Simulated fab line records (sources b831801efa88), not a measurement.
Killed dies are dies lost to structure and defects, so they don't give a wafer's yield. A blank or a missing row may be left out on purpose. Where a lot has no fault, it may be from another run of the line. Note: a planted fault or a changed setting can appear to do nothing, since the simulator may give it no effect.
2 desks looking at one fault ; flow gf180mcu ; each desk has only its own numbers; what lay behind them comes last

== FOR THE TOOL OWNER'S DESK: rie_metal-01 ==
The tool's own readings at GF_M5_METAL_ETCH_10 (etches the open film in Cl2/BCl3, stops on SiO2, target depth 627.5 nm, time 104.6 s): means of the sampled wafers that have a number, for each lot that ran on this tool. If a lot's mean is further than 4 standard deviations from the usual mean, the lot is out of limits and carries the mark OUT (the distance appears in the brackets).
Columns: A = drypump_motor_current_A at GF_M5_METAL_ETCH_10, usual 5.5 A; B = oes_product_au at GF_M5_METAL_ETCH_10, usual 0.972 a.u.; C = rf_fwd_power_W at GF_M5_METAL_ETCH_10, usual 795.7 W; D = throttle_valve_pct at GF_M5_METAL_ETCH_10, usual 28.250 %
lot;first seen here;A;B;C;D
L156;day 26 15:01;5.4;0.980;797.1;28.241
L158;day 27 04:03;5.4;0.969;792.7;28.258
L161;day 28 03:01;5.4;0.959;795.9;28.267
L173;day 31 21:56;5.4;0.972;799.4;28.248
L174;day 32 01:31;5.4;0.967;798.0;28.253
L175;day 32 10:19;5.4;0.974;793.5;28.254
This desk found nothing out of limits on any of the 6 lots.

== AT THE METROLOGY DESK ==
Means of the sampled wafers that have a number, per lot and without regard to the tool the lot ran on: this is what the gauges read. If a lot's mean is further than 4 standard deviations from the usual mean, the lot is out of limits and carries the mark OUT (the distance appears in the brackets).
Columns: A = MIM_CVD_05_THK at GF_MIM_THK_MEAS_06, usual 41.8 nm
lot;first seen here;A
L156;day 24 20:28;42.1
L157;day 25 04:02;41.7
L158;day 25 09:26;40.8
L159;day 25 13:28;41.9
L161;day 26 10:45;41.6
L169;day 29 06:32;41.2
L172;day 30 01:33;41.7
L173;day 30 09:52;41.6
L174;day 30 14:19;41.7
L175;day 30 23:37;41.9
L176;day 31 00:32;41.5
L177;day 31 02:58;42.7
L178;day 31 07:50;42.1
This desk found nothing out of limits on any of the 13 lots.

== BROUGHT TOGETHER ==
The tool owner's desk saw nothing out of limits.
The metrology desk saw nothing out of limits.

== WHAT HAD BEEN PUT IN BY THE SIMULATOR ==
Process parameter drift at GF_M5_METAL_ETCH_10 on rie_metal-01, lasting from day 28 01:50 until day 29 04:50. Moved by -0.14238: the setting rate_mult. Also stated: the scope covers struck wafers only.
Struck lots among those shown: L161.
